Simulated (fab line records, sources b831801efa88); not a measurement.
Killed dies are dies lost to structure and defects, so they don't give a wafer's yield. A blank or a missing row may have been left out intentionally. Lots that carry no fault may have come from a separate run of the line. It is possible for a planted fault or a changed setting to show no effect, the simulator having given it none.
fab line records ; flow gf180mcu
record: lots: 14; wafers: 42; lastDay: 36
route steps=602 shown SALICIDE@284 M1@332 M3@411
lots with no fault: from the same line, run without faults
startH: hours from the record's first day to the start of the lot's first wafer shown ; waitH: time in hours since the lot's previous step ; " repeats the value in the row above ; L1.1+2: a single row standing in for several wafers ; - either no value or no given start ; * or withheld: withheld ; < > ~ a bound
route shown NAME@n: names a module that has steps shown in the file, with the first one's number in the route ; usual: average and standard deviation across the fault-free wafers ; same: alike in all rows ; chamber/n: place in a boat ; sites: each site's reading ; _std_site: how widely they spread, as a standard deviation ; _edge_site: mean of outer sites minus mean of inner sites ; radiusMm: for every site, how far away it sits from the centre of the wafer ; mask NAME#n: copy n ; behind: tool/chamber where the wafer was last shaped ; hold: the reason the lot was held/the length of the hold in hours/how it ended ; device: the n, p or np transistor that did not switch ; end of line: the tests these same wafers got at the end of their route ; a step with no rows: only its recipe ; killed: count of dies lost to structure and defects at first sort (not the wafer's yield) ; map: shows each die of a wafer: x if killed, . if not, _ if none is there
set.NAME: the run value of the setting; set.NAME@STEP: its run value at that earlier step ; model.NAME: the simulator's own value behind a step, which no gauge read
steps of the route over a sample of lots; a table a step, a row a wafer
services: the hour from which a tool's chamber was out of use, counted from the record's first day as startH (under 0 if before that day), plus the number of hours and why
== steps ==
step: GF_SALICIDE_RTA_06
recipe: tempC: 530; timeS: 30; ambient: N2
usual: lampPowerPct: 6.5/0.52; wafer_temp_C_max: 532.7/0.6
lot.wafer;tool;chamber;startH;waitH;lampPowerPct;wafer_temp_C_max
L882.2;rtpAnneal-01;0;382.65;0.1;6.0;531.9
L882.5;rtpAnneal-01;0;382.65;0.1;6.0;533.0
L882.6;rtpAnneal-01;0;382.65;0.1;6.0;532.8
L883.3;rtpAnneal-01;0;394.94;0.1;6.0;532.6
L883.5;rtpAnneal-01;0;394.94;0.1;6.0;533.1
L883.6;rtpAnneal-01;0;394.94;0.1;6.0;533.1
L884.1;rtpAnneal-01;0;401.80;0.1;6.0;533.1
L884.4;rtpAnneal-01;0;401.80;0.1;6.0;532.8
L884.6;rtpAnneal-01;0;401.80;0.1;6.0;534.2
L885.1;rtpAnneal-01;0;411.39;0.1;6.0;532.5
L885.3;rtpAnneal-01;0;411.39;0.1;6.0;533.1
L885.5;rtpAnneal-01;0;411.39;0.1;6.0;533.0
L887.1;rtpAnneal-01;0;427.30;0.1;6.0;533.5
L887.2;rtpAnneal-01;0;427.30;0.1;6.0;533.1
L887.6;rtpAnneal-01;0;427.30;0.1;6.0;532.9
L889.1;rtpAnneal-02;0;439.21;0.1;7.1;531.9
L889.4;rtpAnneal-02;0;439.21;0.1;7.1;532.2
L889.6;rtpAnneal-02;0;439.21;0.1;7.1;532.0
L890.2;rtpAnneal-01;0;454.71;0.1;6.0;533.0
L890.4;rtpAnneal-01;0;454.71;0.1;6.0;532.4
L890.6;rtpAnneal-01;0;454.71;0.1;6.0;532.8
L891.1;rtpAnneal-01;0;461.07;0.1;6.0;533.6
L891.2;rtpAnneal-01;0;461.07;0.1;6.0;533.6
L891.6;rtpAnneal-01;0;461.07;0.1;6.0;533.0
L892.2;rtpAnneal-02;0;472.28;0.1;7.1;531.9
L892.4;rtpAnneal-02;0;472.28;0.1;7.1;532.6
L892.6;rtpAnneal-02;0;472.28;0.1;7.1;532.6
L893.1;rtpAnneal-02;0;477.33;0.1;7.1;532.6
L893.3;rtpAnneal-02;0;477.33;0.1;7.1;533.3
L893.6;rtpAnneal-02;0;477.33;0.1;7.1;532.1
L894.1;rtpAnneal-02;0;483.82;0.1;7.1;532.5
L894.5;rtpAnneal-02;0;483.82;0.1;7.1;531.6
L894.6;rtpAnneal-02;0;483.82;0.1;7.1;532.0
L898.3;rtpAnneal-01;0;516.18;0.1;5.0;489.1
L898.5;rtpAnneal-01;0;516.18;0.1;5.0;489.5
L898.6;rtpAnneal-01;0;516.18;0.1;5.0;489.9
L902.1;rtpAnneal-01;0;544.50;0.1;5.0;489.6
L902.3;rtpAnneal-01;0;544.50;0.1;5.0;490.0
L902.4;rtpAnneal-01;0;544.50;0.1;5.0;489.5
L904.1;rtpAnneal-02;0;561.63;0.1;7.1;532.2
L904.4;rtpAnneal-02;0;561.63;0.1;7.1;532.1
L904.6;rtpAnneal-02;0;561.63;0.1;7.1;532.1
step: GF_M1_STRIP_17
recipe: chemistry: O2/N2; powerW: 1400; pressureMtorr: 1500; platenTempC: 250; o2FlowSccm: 3000; n2FlowSccm: 300; overashFraction: 0.5
usual: drypumpMotorCurrentA: 5.7/0.46; heaterPowerW: 319/34; n2FlowSccm: 300.0/0.91; oesProductAu: 0.538/0.0063; stripTimeToEndpointS: 7.38/0.07
lot.wafer;tool;chamber;startH;waitH;drypumpMotorCurrentA;heaterPowerW;n2FlowSccm;oesProductAu;rfHoursCounterH;stripTimeToEndpointS
L882.2;plasmaAsher-01;0;432.62;0.1;4.9;331;302.2;0.539;32;7.24
L882.5;plasmaAsher-01;1;432.62;0.1;5.7;282;300.7;0.523;-;7.24
L882.6;plasmaAsher-01;0;432.62;0.1;5.0;326;300.7;0.537;-;7.31
L883.3;plasmaAsher-04;0;445.94;0.1;5.7;396;300.3;0.539;-;7.42
L883.5;plasmaAsher-04;0;445.94;0.1;5.7;384;299.0;0.542;-;7.43
L883.6;plasmaAsher-04;1;445.94;0.1;5.7;323;301.2;0.536;-;7.36
L884.1;plasmaAsher-03;0;454.02;0.2;5.8;297;299.4;0.534;2;7.46
L884.4;plasmaAsher-03;1;454.02;0.2;6.6;292;299.1;0.551;-;7.43
L884.6;plasmaAsher-03;0;454.02;0.2;5.8;303;300.6;0.551;-;7.42
L885.1;plasmaAsher-03;0;463.87;0.1;5.8;297;300.1;0.539;3;7.39
L885.3;plasmaAsher-03;0;463.87;0.1;5.8;295;299.9;0.535;-;7.43
L885.5;plasmaAsher-03;0;463.87;0.1;5.8;298;299.5;0.541;-;7.38
L887.1;plasmaAsher-04;1;480.50;0.1;5.8;311;299.8;0.542;85;7.42
L887.2;plasmaAsher-04;0;480.50;0.1;5.6;378;298.1;0.544;85;7.45
L887.6;plasmaAsher-04;0;480.50;0.1;5.6;391;298.8;0.544;-;7.42
L889.1;plasmaAsher-01;0;492.79;0.1;4.9;327;299.4;0.536;38;7.41
L889.4;plasmaAsher-01;0;492.79;0.1;4.9;324;299.4;0.532;-;7.40
L889.6;plasmaAsher-01;1;492.79;0.1;5.7;277;299.9;0.535;-;7.38
L890.2;plasmaAsher-04;1;508.09;0.1;5.8;318;301.3;0.541;88;7.48
L890.4;plasmaAsher-04;0;508.09;0.1;5.7;377;298.6;0.546;-;7.57
L890.6;plasmaAsher-04;1;508.09;0.1;5.7;318;300.4;0.535;-;7.50
L891.1;plasmaAsher-03;0;514.40;0.1;5.8;296;301.2;0.532;9;7.42
L891.2;plasmaAsher-03;1;514.40;0.1;6.6;297;299.6;0.540;9;7.42
L891.6;plasmaAsher-03;1;514.40;0.1;6.6;293;299.2;0.544;-;7.40
L892.2;plasmaAsher-01;1;524.92;0.1;5.7;282;299.8;0.538;41;7.32
L892.4;plasmaAsher-01;0;524.92;0.1;4.9;323;301.7;0.533;-;7.37
L892.6;plasmaAsher-01;1;524.92;0.1;5.7;282;300.6;0.539;-;7.33
L893.1;plasmaAsher-01;1;529.79;0.1;5.7;282;299.5;0.539;41;7.33
L893.3;plasmaAsher-01;0;529.79;0.1;4.9;321;299.5;0.539;-;7.35
L893.6;plasmaAsher-01;1;529.79;0.1;5.7;284;299.5;0.531;-;7.26
L894.1;plasmaAsher-04;0;535.92;0.1;5.6;376;299.7;0.535;92;7.38
L894.5;plasmaAsher-04;1;535.92;0.1;5.8;312;297.8;0.523;-;7.30
L894.6;plasmaAsher-04;0;535.92;0.1;5.6;373;300.5;0.532;-;7.32
L898.3;plasmaAsher-04;0;565.83;0.1;5.6;378;300.1;0.536;-;7.38
L898.5;plasmaAsher-04;0;565.83;0.1;5.6;389;299.1;0.540;-;7.35
L898.6;plasmaAsher-04;1;565.83;0.1;5.8;309;299.9;0.537;-;7.43
L902.1;plasmaAsher-03;1;593.05;0.1;6.6;300;301.3;0.537;18;7.42
L902.3;plasmaAsher-03;1;593.05;0.1;6.6;289;302.4;0.534;-;7.36
L902.4;plasmaAsher-03;0;593.05;0.1;5.8;298;299.6;0.538;-;7.42
L904.1;plasmaAsher-03;0;610.80;0.1;5.8;296;299.4;0.538;20;7.35
L904.4;plasmaAsher-03;0;610.80;0.1;5.8;295;300.4;0.537;-;7.33
L904.6;plasmaAsher-03;0;610.80;0.1;5.8;298;301.3;0.535;-;7.36
step: GF_M3_SPUTTER_02
recipe: material: AlCu; targetThkNm: 450; powerW: 10600; timeS: 23.9; chamberPressurePa: 0.4
usual: throttleValvePct: 30.0/0.75
lot.wafer;tool;chamber;startH;waitH;throttleValvePct
L882.2;pvdSputter-04;-;513.96;0.0;30.4
L882.5;pvdSputter-04;-;513.96;0.0;29.9
L882.6;pvdSputter-04;-;513.96;0.0;30.5
L883.3;pvdSputter-04;-;527.86;0.0;31.2
L883.5;pvdSputter-04;-;527.86;0.0;31.1
L883.6;pvdSputter-04;-;527.86;0.0;29.8
L884.1;pvdSputter-03;-;534.96;0.0;30.8
L884.4;pvdSputter-03;-;534.96;0.0;29.9
L884.6;pvdSputter-03;-;534.96;0.0;28.7
L885.1;pvdSputter-03;-;543.81;0.0;31.1
L885.3;pvdSputter-03;-;543.81;0.0;28.8
L885.5;pvdSputter-03;-;543.81;0.0;29.7
L887.1;pvdSputter-03;-;559.91;0.0;29.8
L887.2;pvdSputter-03;-;559.91;0.0;31.0
L887.6;pvdSputter-03;-;559.91;0.0;29.8
L889.1;pvdSputter-01;-;571.18;0.0;29.4
L889.4;pvdSputter-01;-;571.18;0.0;28.4
L889.6;pvdSputter-01;-;571.18;0.0;28.1
L890.2;pvdSputter-01;-;586.16;0.0;28.7
L890.4;pvdSputter-01;-;586.16;0.0;29.2
L890.6;pvdSputter-01;-;586.16;0.0;29.3
L891.1;pvdSputter-04;-;590.96;0.0;30.2
L891.2;pvdSputter-04;-;590.96;0.0;30.9
L891.6;pvdSputter-04;-;590.96;0.0;29.9
L892.2;pvdSputter-04;-;600.56;0.0;29.6
L892.4;pvdSputter-04;-;600.56;0.0;30.2
L892.6;pvdSputter-04;-;600.56;0.0;31.0
L893.1;pvdSputter-04;-;606.92;0.0;30.5
L893.3;pvdSputter-04;-;606.92;0.0;29.7
L893.6;pvdSputter-04;-;606.92;0.0;30.8
L894.1;pvdSputter-04;-;611.81;0.0;30.5
L894.5;pvdSputter-04;-;611.81;0.0;30.6
L894.6;pvdSputter-04;-;611.81;0.0;29.7
L898.3;pvdSputter-03;-;639.34;0.0;30.9
L898.5;pvdSputter-03;-;639.34;0.0;30.5
L898.6;pvdSputter-03;-;639.34;0.0;29.9
L902.1;pvdSputter-04;-;663.00;0.0;30.3
L902.3;pvdSputter-04;-;663.00;0.0;30.6
L902.4;pvdSputter-04;-;663.00;0.0;30.7
L904.1;pvdSputter-01;-;680.19;0.0;28.5
L904.4;pvdSputter-01;-;680.19;0.0;29.3
L904.6;pvdSputter-01;-;680.19;0.0;30.4
step: GF_M3_SPUTTER_03
recipe: material: Ti; targetThkNm: 10; substrateTempC: 300; chamberPressurePa: 0.3; powerW: 3000; timeS: 6.7
usual: throttleValvePct: 30.0/0.78
lot.wafer;tool;chamber;startH;waitH;throttleValvePct
L882.2;pvdSputter-04;-;513.99;0.0;30.5
L882.5;pvdSputter-04;-;513.99;0.0;29.7
L882.6;pvdSputter-04;-;513.99;0.0;30.5
L883.3;pvdSputter-04;-;527.89;0.0;31.0
L883.5;pvdSputter-04;-;527.89;0.0;30.9
L883.6;pvdSputter-04;-;527.89;0.0;29.7
L884.1;pvdSputter-03;-;534.99;0.0;31.0
L884.4;pvdSputter-03;-;534.99;0.0;30.0
L884.6;pvdSputter-03;-;534.99;0.0;28.7
L885.1;pvdSputter-03;-;543.84;0.0;31.0
L885.3;pvdSputter-03;-;543.84;0.0;28.8
L885.5;pvdSputter-03;-;543.84;0.0;29.6
L887.1;pvdSputter-03;-;559.94;0.0;29.5
L887.2;pvdSputter-03;-;559.94;0.0;30.9
L887.6;pvdSputter-03;-;559.94;0.0;29.6
L889.1;pvdSputter-01;-;571.21;0.0;29.0
L889.4;pvdSputter-01;-;571.21;0.0;28.3
L889.6;pvdSputter-01;-;571.21;0.0;28.6
L890.2;pvdSputter-01;-;586.19;0.0;28.3
L890.4;pvdSputter-01;-;586.19;0.0;29.0
L890.6;pvdSputter-01;-;586.19;0.0;29.1
L891.1;pvdSputter-04;-;590.99;0.0;30.6
L891.2;pvdSputter-04;-;590.99;0.0;30.8
L891.6;pvdSputter-04;-;590.99;0.0;29.6
L892.2;pvdSputter-04;-;600.59;0.0;29.5
L892.4;pvdSputter-04;-;600.59;0.0;30.3
L892.6;pvdSputter-04;-;600.59;0.0;30.9
L893.1;pvdSputter-04;-;606.95;0.0;30.5
L893.3;pvdSputter-04;-;606.95;0.0;29.5
L893.6;pvdSputter-04;-;606.95;0.0;31.1
L894.1;pvdSputter-04;-;611.84;0.0;30.3
L894.5;pvdSputter-04;-;611.84;0.0;30.5
L894.6;pvdSputter-04;-;611.84;0.0;29.9
L898.3;pvdSputter-03;-;639.37;0.0;31.1
L898.5;pvdSputter-03;-;639.37;0.0;30.7
L898.6;pvdSputter-03;-;639.37;0.0;29.9
L902.1;pvdSputter-04;-;663.03;0.0;30.4
L902.3;pvdSputter-04;-;663.03;0.0;30.5
L902.4;pvdSputter-04;-;663.03;0.0;30.8
L904.1;pvdSputter-01;-;680.22;0.0;28.4
L904.4;pvdSputter-01;-;680.22;0.0;29.2
L904.6;pvdSputter-01;-;680.22;0.0;30.4
== services ==
tool;chamber;startH;hours;kind
pvdSputter-01;-;362.35;4.3;repair
plasmaAsher-03;-;421.25;9.0;pm
plasmaAsher-03;0;421.25;9.0;ventCycle
plasmaAsher-03;1;421.25;9.0;ventCycle
plasmaAsher-03;0;430.25;-;clean
plasmaAsher-03;1;430.25;-;clean
pvdSputter-03;-;451.92;1.3;repair
plasmaAsher-01;-;455.26;0.3;repair
plasmaAsher-01;-;504.24;3.8;repair
plasmaAsher-04;-;534.12;0.4;repair
plasmaAsher-03;-;546.08;6.2;repair
pvdSputter-01;-;549.63;1.2;repair
pvdSputter-01;-;648.52;0.9;repair
plasmaAsher-03;-;651.16;35.8;pm
pvdSputter-01;-;655.87;3.9;repair
pvdSputter-03;-;669.65;1.0;repair
rtpAnneal-01;-;676.40;2.6;pm
== key ==
firstSign: step: GF_SALICIDE_RTA_06; reading: wafer_temp_C_max; direction: down; sigmas: 72; usual: *; struck: *
effect none on later readings
metAt GF_SALICIDE_RTA_06
struckLots L898,L902
testerLeftOut L898,L902
notActingAt GF_M1_STRIP_17,GF_M3_SPUTTER_02,GF_M3_SPUTTER_03
onsetBetween 461.07 516.18
fault: kind: processParameterDrift; tool: rtpAnneal-01; chamber: -; onsetH: 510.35; steps: GF_SALICIDE_RTA_06; channel: tempC; offset: *; shape: step; endH: 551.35; actsIn: *; stated: *
testerLeftOut: of these lots the tester's yield and bins aren't shown, on N5 and GAA mostly nor the transistor test; their killed dies are dies lost to structure and defects alone, not to doping, threshold or leakage, so they don't give the yield
